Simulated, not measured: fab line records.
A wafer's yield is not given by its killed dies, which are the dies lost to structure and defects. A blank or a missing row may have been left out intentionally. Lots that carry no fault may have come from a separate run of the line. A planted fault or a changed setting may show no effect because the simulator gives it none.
fab line records | flow sky130 | part 1 of 2: steps 1 to 43 of 44
record: lots: 6 | wafers: 18 | last_day: 50
route steps=708 shown VIA3@588 METAL4@598 CAP2M@603 PAD_OPEN@708
lots that met no fault: from a run of the same line without faults
start_h: start of the lot's first displayed wafer, in hours after the record's first day | wait_h: time in hours since the lot's previous step | " as in the row above | L1.1+2: one row covering several wafers at once | - no value, or no start given | * or withheld: withheld | < > ~ a bound
route shown NAME@n: NAME is a module with steps in the file, n the number in the route of the first one | usual: mean/standard deviation of fault-free wafers | same: alike in all rows | chamber/n: place in a boat | sites: readings site by site | _std_site: standard deviation of those values | _edge_site: inner sites' mean taken away from outer sites' mean | radius_mm: for every site, how far away it sits from the centre of the wafer | mask NAME#n: copy n | behind: tool/chamber where the wafer was last shaped | hold: cause of the lot's hold/its duration in hours/its outcome | device: the n, p or np transistor that did not switch | end of line: at the end of the route, the tests of the same wafers | step lacking rows: just its recipe | killed: at the first sort, the dies lost to defects and structure; wafer yield is something else | map: a wafer's dies, marking killed ones x, the rest . and places with no die _
set.NAME: the setting as run; set.NAME@STEP: as run at that earlier step | model.NAME: the simulator's own value behind a step, which no gauge read
lots seen at some steps along the route; tables by step, rows by wafer
services: from which hour (start_h, from the record's first day; less than 0 if before it) a tool's chamber was out of use, for how many hours, and why
== steps ==
step: SKY_VIA3_ETCH_15
recipe: target: SiO2 | chemistry: C4F8/O2/Ar | target_depth_nm: 507 | stop_on: TiN | mask_material: KrF-thick | source_w: 1500 | bias_w: 1200 | pressure_mtorr: 40 | c4f8_flow_sccm: withheld | O2_flow_sccm: 6 | Ar_flow_sccm: 300 | time_s: 78
step: SKY_VIA3_STRIP_16
recipe: chemistry: O2/N2 | power_w: 1400 | pressure_mtorr: 1500 | platen_temp_c: withheld | o2_flow_sccm: 3000 | n2_flow_sccm: 300 | overash_fraction: 0.5
step: SKY_VIA3_STRIP_17
recipe: chemistry: post_etch_residue_remover | time_s: 1200 | temp_c: 72.5
step: SKY_VIA3_CLEAN_18
recipe: chemistry: IPA | time_s: 180 | temp_c: 25
step: SKY_VIA3_CLEAN_19
recipe: chemistry: O3/DIW | dry: n2_spin
step: SKY_VIA3_SPUTTER_20
recipe: material: TiN | target_thk_nm: 20 | chamber_pressure_pa: 5 | power_w: 4000 | time_s: 80
usual: cathode_dc_power_W: 4000.0/0.78 | throttle_valve_pct: 29.7/1
lot.wafer | tool           | chamber | start_h | wait_h | cathode_dc_power_W | throttle_valve_pct
L816.1    | pvd_sputter-02 | -       | 981.31  | 0.0    | 3999.4             | 30.3
L816.4    | "              | -       | "       | "      | 4001.4             | 28.2
L816.5    | "              | -       | "       | "      | 4001.4             | 28.6
L817.1    | pvd_sputter-03 | -       | 982.96  | 0.0    | 4001.9             | 28.2
L817.2    | "              | -       | "       | "      | 3999.8             | 29.0
L817.5    | "              | -       | "       | "      | 3999.6             | 28.9
L818.2    | pvd_sputter-01 | -       | 986.41  | 0.0    | 4001.4             | 30.3
L818.4    | "              | -       | "       | "      | 4000.0             | 29.4
L818.5    | "              | -       | "       | "      | 4000.2             | 31.1
L825.2    | pvd_sputter-03 | -       | 1024.16 | 0.0    | 3999.7             | 28.5
L825.4    | "              | -       | "       | "      | 3999.1             | 28.9
L825.6    | "              | -       | "       | "      | 3999.7             | 29.2
L829.1    | pvd_sputter-02 | -       | 1060.02 | 0.0    | 4000.7             | 30.8
L829.3    | "              | -       | "       | "      | 4000.6             | 28.4
L829.4    | "              | -       | "       | "      | 4000.1             | 28.2
L831.1    | pvd_sputter-03 | -       | 1068.17 | 0.0    | 4001.0             | 28.7
L831.2    | "              | -       | "       | "      | 4000.0             | 28.3
L831.5    | "              | -       | "       | "      | 3999.2             | 31.0
step: SKY_VIA3_CVD_21
recipe: material: W | target_thk_nm: 390 | time_s: 117.31 | temp_c: 400 | pressure_torr: 40
step: SKY_VIA3_RS_MEAS_22
recipe: thk_meas_gauge: four-point-probe | reads: W_of_VIA3_CVD_21+TiN_of_VIA3_SPUTTER_20
usual: VIA3_W_RS: 0.291/0.0053
lot.wafer | tool          | chamber | start_h | wait_h | VIA3_W_RS[ohm/sq]
L816.1    | film_metro-04 | -       | 981.50  | 0.1    | 0.280
L816.4    | "             | -       | "       | "      | 0.292
L816.5    | "             | -       | "       | "      | 0.284
L817.1    | film_metro-02 | -       | 983.15  | 0.1    | 0.294
L817.2    | "             | -       | "       | "      | 0.295
L817.5    | "             | -       | "       | "      | 0.298
L818.2    | film_metro-04 | -       | 986.61  | 0.1    | 0.293
L818.4    | "             | -       | "       | "      | 0.296
L818.5    | "             | -       | "       | "      | 0.295
L825.2    | film_metro-01 | -       | 1024.37 | 0.1    | 0.282
L825.4    | "             | -       | "       | "      | 0.290
L825.6    | "             | -       | "       | "      | 0.291
L829.1    | film_metro-01 | -       | 1060.20 | 0.1    | 0.292
L829.3    | "             | -       | "       | "      | 0.297
L829.4    | "             | -       | "       | "      | 0.295
L831.1    | film_metro-02 | -       | 1068.36 | 0.1    | 0.295
L831.2    | "             | -       | "       | "      | 0.296
L831.5    | "             | -       | "       | "      | 0.294
step: SKY_VIA3_THK_MEAS_23
recipe: thk_meas_gauge: xrf | reads: W_of_VIA3_CVD_21
usual: VIA3_W_THK: 401/8.6
lot.wafer | tool          | chamber | start_h | wait_h | VIA3_W_THK[nm]
L816.1    | film_metro-04 | -       | 981.62  | 0.1    | 425
L816.4    | "             | -       | "       | "      | 405
L816.5    | "             | -       | "       | "      | 421
L817.1    | film_metro-02 | -       | 983.27  | 0.1    | 399
L817.2    | "             | -       | "       | "      | 396
L817.5    | "             | -       | "       | "      | 391
L818.2    | film_metro-04 | -       | 986.72  | 0.1    | 401
L818.4    | "             | -       | "       | "      | 395
L818.5    | "             | -       | "       | "      | 393
L825.2    | film_metro-01 | -       | 1024.48 | 0.1    | 413
L825.4    | "             | -       | "       | "      | 399
L825.6    | "             | -       | "       | "      | 400
L829.1    | film_metro-01 | -       | 1060.32 | 0.1    | 391
L829.3    | "             | -       | "       | "      | 391
L829.4    | "             | -       | "       | "      | 394
L831.1    | film_metro-02 | -       | 1068.48 | 0.1    | 397
L831.2    | "             | -       | "       | "      | 399
L831.5    | "             | -       | "       | "      | 397
step: SKY_VIA3_CMP_24
recipe: stop_on: SiO2 | t_overpolish_s: 20 | down_force_psi: 3.5 | platen_rpm: 60 | target_thk_nm: 0 | pad_velocity_m_s: 0.94248
usual: head_pressure_psi: 3.500/0.0078 | motor_current_A: 11.0/1.1 | overpolish_run_s: 19.999/0.0097 | time_to_endpoint_s: 97/4.2
lot.wafer | tool   | chamber | start_h | wait_h | head_pressure_psi | motor_current_A | overpolish_run_s | time_to_endpoint_s
L816.4    | cmp-02 | 2       | 981.73  | 0.1    | 3.504             | 10.7            | 20.010           | 99
L816.1    | "      | 3       | "       | "      | 3.495             | 12.1            | 20.008           | 99
L816.5    | "      | 1       | "       | "      | 3.506             | 10.6            | 19.998           | 99
L817.1    | cmp-01 | 1       | 983.38  | 0.1    | 3.493             | 13.0            | 20.000           | 92
L817.2    | "      | 2       | "       | "      | 3.502             | 10.5            | 19.989           | 97
L817.5    | "      | 0       | "       | "      | 3.508             | 10.6            | 19.997           | 85
L818.4    | cmp-02 | 3       | 986.77  | 0.0    | 3.495             | 12.9            | 19.986           | 95
L818.2    | "      | 0       | "       | "      | 3.505             | 9.8             | 19.996           | 96
L818.5    | "      | 3       | "       | "      | 3.507             | 12.0            | 20.006           | 95
L825.2    | cmp-02 | 0       | 1024.58 | 0.1    | 3.499             | 10.7            | 20.008           | 103
L825.4    | "      | 2       | "       | "      | 3.515             | 10.4            | 20.004           | 104
L825.6    | "      | 3       | "       | "      | 3.515             | 12.1            | 19.993           | 100
L829.4    | cmp-01 | 1       | 1060.38 | 0.0    | 3.495             | 12.5            | 19.989           | 94
L829.3    | "      | 3       | "       | "      | 3.500             | 9.4             | 20.003           | 93
L829.1    | "      | 0       | "       | "      | 3.502             | 10.2            | 19.997           | 91
L831.2    | cmp-02 | 1       | 1068.59 | 0.1    | 3.506             | 10.1            | 20.006           | 94
L831.1    | "      | 2       | "       | "      | 3.509             | 10.8            | 19.990           | 97
L831.5    | "      | 0       | "       | "      | 3.510             | 11.2            | 19.992           | 98
step: SKY_METAL4_SPUTTER_00
recipe: material: Ti | target_thk_nm: 15 | power_w: 3000 | time_s: 10 | chamber_pressure_pa: 0.4
step: SKY_METAL4_SPUTTER_01
recipe: material: TiN | target_thk_nm: 20 | power_w: 6500 | time_s: 16.7 | chamber_pressure_pa: 0.4
step: SKY_METAL4_SPUTTER_02
recipe: material: AlCu | target_thk_nm: 735 | power_w: 10600 | time_s: 39.1 | chamber_pressure_pa: 0.4
usual: cathode_dc_power_W: 10600/1.8 | throttle_valve_pct: 29.6/0.95
lot.wafer | tool           | chamber | start_h | wait_h | cathode_dc_power_W | throttle_valve_pct | model.AlCu_of_METAL4_SPUTTER_02.thk_nm
L816.1    | pvd_sputter-04 | -       | 982.03  | 0.0    | 10599              | 30.3               | 742.4
L816.4    | "              | -       | "       | "      | 10602              | 28.5               | 745.6
L816.5    | "              | -       | "       | "      | 10601              | 30.4               | 743.8
L817.1    | pvd_sputter-02 | -       | 983.68  | 0.0    | 10600              | 30.9               | 733.2
L817.2    | "              | -       | "       | "      | 10599              | 28.5               | 732.5
L817.5    | "              | -       | "       | "      | 10598              | 30.0               | 723.8
L818.2    | pvd_sputter-02 | -       | 987.12  | 0.0    | 10602              | 30.8               | 822.9
L818.4    | "              | -       | "       | "      | 10602              | 30.0               | 813.6
L818.5    | "              | -       | "       | "      | 10601              | 30.0               | 817.6
L825.2    | pvd_sputter-02 | -       | 1024.88 | 0.0    | 10597              | 28.2               | 833.6
L825.4    | "              | -       | "       | "      | 10600              | 30.4               | 823.3
L825.6    | "              | -       | "       | "      | 10600              | 28.4               | 829
L829.1    | pvd_sputter-01 | -       | 1060.73 | 0.0    | 10597              | 30.8               | 742.2
L829.3    | "              | -       | "       | "      | 10598              | 30.4               | 745.7
L829.4    | "              | -       | "       | "      | 10599              | 29.7               | 744.7
L831.1    | pvd_sputter-01 | -       | 1068.88 | 0.0    | 10599              | 30.7               | 737.7
L831.2    | "              | -       | "       | "      | 10601              | 29.8               | 740.7
L831.5    | "              | -       | "       | "      | 10600              | 30.0               | 740
step: SKY_METAL4_SPUTTER_03
recipe: material: Ti | target_thk_nm: 5 | power_w: 3000 | time_s: 3.3 | chamber_pressure_pa: 0.4
usual: cathode_dc_power_W: 3000.0/0.56 | throttle_valve_pct: 29.6/0.92
lot.wafer | tool           | chamber | start_h | wait_h | cathode_dc_power_W | throttle_valve_pct
L816.1    | pvd_sputter-04 | -       | 982.06  | 0.0    | 2998.9             | 30.1
L816.4    | "              | -       | "       | "      | 2999.3             | 28.3
L816.5    | "              | -       | "       | "      | 3000.6             | 30.1
L817.1    | pvd_sputter-02 | -       | 983.71  | 0.0    | 2999.6             | 30.9
L817.2    | "              | -       | "       | "      | 3000.8             | 28.5
L817.5    | "              | -       | "       | "      | 3001.0             | 30.0
L818.2    | pvd_sputter-02 | -       | 987.16  | 0.0    | 2999.8             | 30.9
L818.4    | "              | -       | "       | "      | 2999.9             | 29.9
L818.5    | "              | -       | "       | "      | 2999.6             | 30.0
L825.2    | pvd_sputter-02 | -       | 1024.92 | 0.0    | 3001.3             | 28.1
L825.4    | "              | -       | "       | "      | 2999.4             | 30.1
L825.6    | "              | -       | "       | "      | 2999.3             | 28.3
L829.1    | pvd_sputter-01 | -       | 1060.77 | 0.0    | 3000.7             | 30.8
L829.3    | "              | -       | "       | "      | 2999.3             | 30.4
L829.4    | "              | -       | "       | "      | 3000.6             | 29.4
L831.1    | pvd_sputter-01 | -       | 1068.92 | 0.0    | 3001.0             | 30.0
L831.2    | "              | -       | "       | "      | 3000.0             | 29.6
L831.5    | "              | -       | "       | "      | 3000.2             | 30.4
step: SKY_METAL4_SPUTTER_04
recipe: material: TiN | target_thk_nm: 70 | power_w: 6500 | time_s: 58.3 | chamber_pressure_pa: 0.4
step: SKY_CAP2M_CVD_00
recipe: material: SiO2 | target_thk_nm: 15.5 | temp_c: 400 | time_s: withheld | rf_w: 450
usual: heater_power_w: 802/97
lot.wafer | tool     | chamber | start_h | wait_h | heater_power_w
L816.1    | pecvd-03 | 0       | 982.13  | 0.0    | 723
L816.4    | "        | 0       | "       | "      | 699
L816.5    | "        | 2       | "       | "      | 878
L817.1    | pecvd-01 | 2       | 983.78  | 0.0    | 960
L817.2    | "        | 0       | "       | "      | 713
L817.5    | "        | 0       | "       | "      | 710
L818.2    | pecvd-01 | 1       | 987.22  | 0.0    | 824
L818.4    | "        | 0       | "       | "      | 745
L818.5    | "        | 1       | "       | "      | 837
L825.2    | pecvd-01 | 0       | 1024.98 | 0.0    | 778
L825.4    | "        | 1       | "       | "      | 737
L825.6    | "        | 0       | "       | "      | 777
L829.1    | pecvd-03 | 1       | 1060.84 | 0.0    | 795
L829.3    | "        | 1       | "       | "      | 771
L829.4    | "        | 2       | "       | "      | 877
L831.1    | pecvd-04 | 0       | 1068.99 | 0.0    | 766
L831.2    | "        | 1       | "       | "      | 932
L831.5    | "        | 2       | "       | "      | 907
step: SKY_CAP2M_THK_MEAS_01
recipe: reads: SiO2_of_CAP2M_CVD_00
usual: CAP2M_CVD_00_THK: 15.56/0.24
lot.wafer | tool          | chamber | start_h | wait_h | CAP2M_CVD_00_THK[nm]
L816.1    | film_metro-03 | -       | 982.15  | -      | 15.54
L816.4    | "             | -       | "       | "      | 15.59
L816.5    | "             | -       | "       | "      | 15.48
L817.1    | film_metro-03 | -       | 983.80  | -      | 15.28
L817.2    | "             | -       | "       | "      | 15.36
L817.5    | "             | -       | "       | "      | 15.51
L818.2    | film_metro-03 | -       | 987.26  | -      | 15.80
L818.4    | "             | -       | "       | "      | 15.71
L818.5    | "             | -       | "       | "      | 16.03
L825.2    | film_metro-03 | -       | 1025.01 | -      | 15.43
L825.4    | "             | -       | "       | "      | 15.48
L825.6    | "             | -       | "       | "      | 15.41
L829.1    | film_metro-01 | -       | 1060.87 | -      | 15.39
L829.3    | "             | -       | "       | "      | 16.02
L829.4    | "             | -       | "       | "      | 15.28
L831.1    | film_metro-03 | -       | 1069.01 | -      | 15.32
L831.2    | "             | -       | "       | "      | 15.56
L831.5    | "             | -       | "       | "      | 15.68
step: SKY_CAP2M_SPUTTER_02
recipe: material: TiN | target_thk_nm: 200 | temp_c: 300 | power_w: 6500 | time_s: 166.7 | chamber_pressure_pa: 0.4
step: SKY_CAP2M_RS_MEAS_03
recipe: thk_meas_gauge: four-point-probe | reads: TiN_of_CAP2M_SPUTTER_02
usual: CAP2M_TIN_RS: 6.94/0.083
lot.wafer | tool          | chamber | start_h | wait_h | CAP2M_TIN_RS[ohm/sq]
L816.1    | film_metro-03 | -       | 982.32  | 0.1    | 6.72
L816.4    | "             | -       | "       | "      | 6.80
L816.5    | "             | -       | "       | "      | 6.65
L817.1    | film_metro-02 | -       | 983.97  | 0.1    | 7.04
L817.2    | "             | -       | "       | "      | 6.96
L817.5    | "             | -       | "       | "      | 6.97
L818.2    | film_metro-03 | -       | 987.44  | 0.1    | 6.87
L818.4    | "             | -       | "       | "      | 7.01
L818.5    | "             | -       | "       | "      | 6.85
L825.2    | film_metro-01 | -       | 1025.19 | 0.1    | 6.94
L825.4    | "             | -       | "       | "      | 6.92
L825.6    | "             | -       | "       | "      | 7.01
L829.1    | film_metro-02 | -       | 1061.04 | 0.1    | 7.00
L829.3    | "             | -       | "       | "      | 6.97
L829.4    | "             | -       | "       | "      | 6.89
L831.1    | film_metro-02 | -       | 1069.18 | 0.1    | 6.84
L831.2    | "             | -       | "       | "      | 6.97
L831.5    | "             | -       | "       | "      | 7.04
step: SKY_CAP2M_THK_MEAS_04
recipe: thk_meas_gauge: xrf | reads: TiN_of_CAP2M_SPUTTER_02
usual: CAP2M_TIN_THK: 200.4/2.6
lot.wafer | tool          | chamber | start_h | wait_h | CAP2M_TIN_THK[nm]
L816.1    | film_metro-03 | -       | 982.44  | 0.1    | 205.4
L816.4    | "             | -       | "       | "      | 204.1
L816.5    | "             | -       | "       | "      | 207.5
L817.1    | film_metro-02 | -       | 984.09  | 0.1    | 198.9
L817.2    | "             | -       | "       | "      | 201.6
L817.5    | "             | -       | "       | "      | 200.8
L818.2    | film_metro-03 | -       | 987.55  | 0.1    | 201.8
L818.4    | "             | -       | "       | "      | 197.6
L818.5    | "             | -       | "       | "      | 201.4
L825.2    | film_metro-01 | -       | 1025.30 | 0.1    | 200.1
L825.4    | "             | -       | "       | "      | 202.3
L825.6    | "             | -       | "       | "      | 199.4
L829.1    | film_metro-02 | -       | 1061.16 | 0.1    | 202.5
L829.3    | "             | -       | "       | "      | 202.2
L829.4    | "             | -       | "       | "      | 204.0
L831.1    | film_metro-02 | -       | 1069.30 | 0.1    | 207.1
L831.2    | "             | -       | "       | "      | 203.5
L831.5    | "             | -       | "       | "      | 200.3
step: SKY_CAP2M_DEHYDRATE_05
recipe: temp_c: 200 | time_s: 60
step: SKY_CAP2M_HMDS_06
recipe: prime_time_s: 60 | prime_temp_c: 120
step: SKY_CAP2M_COAT_07
recipe: resist: NOVOLAK | spin_rpm: 3000 | resist_thk_nm: 1140
step: SKY_CAP2M_SOFTBAKE_08
recipe: temp_c: 90 | time_s: 60 | resist: NOVOLAK
step: SKY_CAP2M_EXPOSE_09
recipe: mask_id: CAP2M | na: 0.6 | source_shape: conventional | sigma_outer: 0.6 | polarization: unpolarized | target_cd_nm: 1000 | dose_mj: 159
step: SKY_CAP2M_PEB_10
recipe: temp_c: withheld | time_s: * | resist: NOVOLAK
step: SKY_CAP2M_DEVELOP_11
recipe: resist: NOVOLAK | developer: TMAH | develop_time_s: 60 | dev_temp_c: 23
step: SKY_CAP2M_OVL_MEAS_12
usual: CAP2M_OVL: -0.5/1.3
lot.wafer | tool       | chamber | start_h | wait_h | CAP2M_OVL[nm]
L816.1    | overlay-01 | -       | 1005.02 | 0.1    | -1.5
L816.4    | "          | -       | "       | "      | -1.6
L816.5    | "          | -       | "       | "      | -0.3
L817.1    | overlay-01 | -       | 1007.27 | 0.1    | 0.2
L817.2    | "          | -       | "       | "      | -0.6
L817.5    | "          | -       | "       | "      | 0.3
L818.2    | overlay-02 | -       | 1010.18 | 0.1    | 0.5
L818.4    | "          | -       | "       | "      | 0.6
L818.5    | "          | -       | "       | "      | 0.1
L825.2    | overlay-01 | -       | 1047.51 | 0.1    | 1.9
L825.4    | "          | -       | "       | "      | 0.0
L825.6    | "          | -       | "       | "      | 2.1
L829.1    | overlay-02 | -       | 1081.57 | 0.1    | -1.6
L829.3    | "          | -       | "       | "      | -2.6
L829.4    | "          | -       | "       | "      | -2.1
L831.1    | overlay-01 | -       | 1090.05 | 0.1    | -1.2
L831.2    | "          | -       | "       | "      | 1.7
L831.5    | "          | -       | "       | "      | -0.9
step: SKY_CAP2M_METAL_ETCH_13
recipe: target_depth_nm: 220 | stop_on: SiO2 | chemistry: Cl2/BCl3 | target: TiN | pressure_mtorr: 10 | icp_w: 900 | bias_w: 48.5 | Cl2_flow_sccm: 60 | bcl3_flow_sccm: 30 | time_s: 62.9
step: SKY_CAP2M_STRIP_14
recipe: chemistry: O2/N2 | power_w: 1400 | pressure_mtorr: 1500 | platen_temp_c: withheld | o2_flow_sccm: 3000 | n2_flow_sccm: 300 | overash_fraction: 0.5
usual: drypump_motor_current_A: 5.8/0.43 | oes_product_au: 0.711/0.0045 | strip_time_to_endpoint_s: 12.68/0.052
lot.wafer | tool            | chamber | start_h | wait_h | drypump_motor_current_A | oes_product_au | rf_hours_counter_h | strip_time_to_endpoint_s
L816.1    | plasma_asher-02 | 1       | 1005.14 | 0.1    | 6.2                     | 0.708          | 88                 | 12.81
L816.4    | "               | 1       | "       | "      | 6.2                     | 0.714          | -                  | 12.78
L816.5    | "               | 1       | "       | "      | 6.2                     | 0.708          | -                  | 12.75
L817.1    | plasma_asher-03 | 0       | 1007.39 | 0.1    | 6.2                     | 0.704          | 115                | 12.58
L817.2    | "               | 1       | "       | "      | 6.2                     | 0.708          | 115                | 12.60
L817.5    | "               | 1       | "       | "      | 6.2                     | 0.706          | -                  | 12.62
L818.2    | plasma_asher-03 | 0       | 1010.29 | 0.1    | 6.1                     | 0.710          | 115                | 12.68
L818.4    | "               | 0       | "       | "      | 6.2                     | 0.708          | -                  | 12.67
L818.5    | "               | 1       | "       | "      | 6.2                     | 0.711          | -                  | 12.69
L825.2    | plasma_asher-03 | 1       | 1047.62 | 0.1    | 6.2                     | 0.711          | 118                | 12.68
L825.4    | "               | 1       | "       | "      | 6.2                     | 0.715          | -                  | 12.64
L825.6    | "               | 0       | "       | "      | 6.2                     | 0.706          | -                  | 12.66
L829.1    | plasma_asher-04 | 1       | 1081.69 | 0.1    | 6.0                     | 0.711          | 65                 | 12.70
L829.3    | "               | 1       | "       | "      | 6.0                     | 0.713          | -                  | 12.66
L829.4    | "               | 0       | "       | "      | 5.7                     | 0.713          | -                  | 12.65
L831.1    | plasma_asher-03 | 0       | 1090.17 | 0.1    | 6.2                     | 0.710          | 3                  | 12.70
L831.2    | "               | 1       | "       | "      | 6.2                     | 0.709          | 3                  | 12.70
L831.5    | "               | 0       | "       | "      | 6.2                     | 0.715          | -                  | 12.68
step: SKY_CAP2M_STRIP_15
recipe: chemistry: post_etch_residue_remover | time_s: 1200 | temp_c: 72.5
step: SKY_CAP2M_CLEAN_16
recipe: chemistry: IPA | time_s: 180 | temp_c: 25
step: SKY_CAP2M_CLEAN_17
recipe: chemistry: O3/DIW | dry: n2_spin
step: SKY_METAL4_DEHYDRATE_05
recipe: temp_c: 200 | time_s: 60
step: SKY_METAL4_HMDS_06
recipe: prime_time_s: 60 | prime_temp_c: 120
step: SKY_METAL4_COAT_07
recipe: resist: BARC | temp_c: withheld | time_s: withheld | spin_rpm: 3000 | resist_thk_nm: 60
step: SKY_METAL4_COAT_08
recipe: resist: KrF-thick | spin_rpm: 3000 | resist_thk_nm: 1140
step: SKY_METAL4_SOFTBAKE_09
recipe: temp_c: 100 | time_s: 90 | resist: KrF-thick
step: SKY_METAL4_EXPOSE_10
recipe: mask_id: MM4 | na: 0.68 | source_shape: annular | sigma_inner: 0.4 | sigma_outer: 0.8 | target_cd_nm: 300 | dose_mj: 28
step: SKY_METAL4_PEB_11
recipe: peb_temp_c: withheld | peb_time_s: withheld | resist: KrF-thick
step: SKY_METAL4_DEVELOP_12
recipe: develop_time_s: 60 | resist: KrF-thick | dev_temp_c: 21
step: SKY_METAL4_CD_MEAS_13
recipe: target_cd_nm: 300
usual: cd_nm: 300.1/1.5
lot.wafer | tool      | chamber | start_h | wait_h | cd_nm
L816.1    | cd_sem-02 | -       | 1028.35 | -      | 299.7
L816.4    | "         | -       | "       | "      | 300.2
L816.5    | "         | -       | "       | "      | 298.2
L817.1    | cd_sem-01 | -       | 1030.87 | -      | 300.1
L817.2    | "         | -       | "       | "      | 300.9
L817.5    | "         | -       | "       | "      | 299.7
L818.2    | cd_sem-02 | -       | 1033.57 | -      | 300.4
L818.4    | "         | -       | "       | "      | 299.6
L818.5    | "         | -       | "       | "      | 300.2
L825.2    | cd_sem-02 | -       | 1069.76 | -      | 299.6
L825.4    | "         | -       | "       | "      | 301.8
L825.6    | "         | -       | "       | "      | 300.2
L829.1    | cd_sem-02 | -       | 1103.37 | -      | 299.8
L829.3    | "         | -       | "       | "      | 300.7
L829.4    | "         | -       | "       | "      | 300.7
L831.1    | cd_sem-02 | -       | 1111.35 | -      | 301.9
L831.2    | "         | -       | "       | "      | 302.6
L831.5    | "         | -       | "       | "      | 302.9
step: SKY_METAL4_METAL_ETCH_18
recipe: target_depth_a: 8450 | stop_on: SiO2 | over_etch_frac: 0.3 | time_s: 183.1 | chemistry: Cl2/BCl3 | resist_sidewall_deg: 88 | pressure_mtorr: 10 | icp_w: 900 | bias_w: 48.5 | Cl2_flow_sccm: 60 | bcl3_flow_sccm: 30
usual: drypump_motor_current_A: 5.9/0.38 | oes_product_au: 0.868/0.0073 | throttle_valve_pct: 22.265/0.0095
lot.wafer | tool         | chamber | start_h | wait_h | drypump_motor_current_A | oes_product_au | rf_hours_counter_h | throttle_valve_pct
L816.1    | rie_metal-02 | 1       | 1028.66 | 0.0    | 6.0                     | 0.879          | 11                 | 22.255
L816.4    | "            | 0       | "       | "      | 6.3                     | 0.875          | -                  | 22.267
L816.5    | "            | 0       | "       | "      | 6.3                     | 0.858          | -                  | 22.252
L817.1    | rie_metal-02 | 0       | 1031.17 | 0.0    | 6.3                     | 0.868          | 2                  | 22.248
L817.2    | "            | 1       | "       | "      | 6.0                     | 0.868          | 11                 | 22.253
L817.5    | "            | 1       | "       | "      | 6.0                     | 0.863          | -                  | 22.277
L818.2    | rie_metal-02 | 0       | 1033.86 | 0.0    | 6.3                     | 0.917          | 2                  | 22.260
L818.4    | "            | 1       | "       | "      | 6.0                     | 0.914          | -                  | 22.285
L818.5    | "            | 0       | "       | "      | 6.3                     | 0.906          | -                  | 22.265
L825.2    | rie_metal-02 | 0       | 1070.05 | 0.0    | 6.3                     | 0.929          | 5                  | 22.272
L825.4    | "            | 0       | "       | "      | 6.3                     | 0.922          | -                  | 22.261
L825.6    | "            | 1       | "       | "      | 6.0                     | 0.914          | -                  | 22.257
L829.1    | rie_metal-01 | 0       | 1103.67 | 0.0    | 5.1                     | 0.873          | 20                 | 22.274
L829.3    | "            | 1       | "       | "      | 6.0                     | 0.870          | -                  | 22.257
L829.4    | "            | 0       | "       | "      | 5.1                     | 0.871          | -                  | 22.269
L831.1    | rie_metal-02 | 1       | 1111.66 | 0.0    | 6.0                     | 0.863          | 18                 | 22.264
L831.2    | "            | 0       | "       | "      | 6.3                     | 0.872          | 9                  | 22.260
L831.5    | "            | 0       | "       | "      | 6.3                     | 0.876          | -                  | 22.264
== key ==
first_sign: step: SKY_METAL4_METAL_ETCH_18 | reading: oes_product_au | direction: up | sigmas: 6.6 | usual: 0.868 | struck: 0.917
effect none on later readings
model_effect: step: SKY_METAL4_SPUTTER_02 | value: AlCu_of_METAL4_SPUTTER_02.thk_nm | without: 738.2 | struck: 823.3
model_effect: step: SKY_PAD_OPEN_PROBE_99 | value: etest.met4.line_ohm_um | without: 0.1404 | struck: 0.1258
met_at SKY_METAL4_SPUTTER_02
struck_wafers L818.2,L818.4,L818.5,L825.2,L825.4,L825.6
onset_between 983.68 987.12
also_fits SKY_METAL4_SPUTTER_03:pvd_sputter-02,SKY_CAP2M_CVD_00:pecvd-01
fault: kind: process_parameter_drift | tool: pvd_sputter-02 | chamber: - | onset_h: 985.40 | steps: SKY_METAL4_SPUTTER_02 | channel: time_s | offset: * | shape: step | end_h: 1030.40 | acts_in: * | stated: *
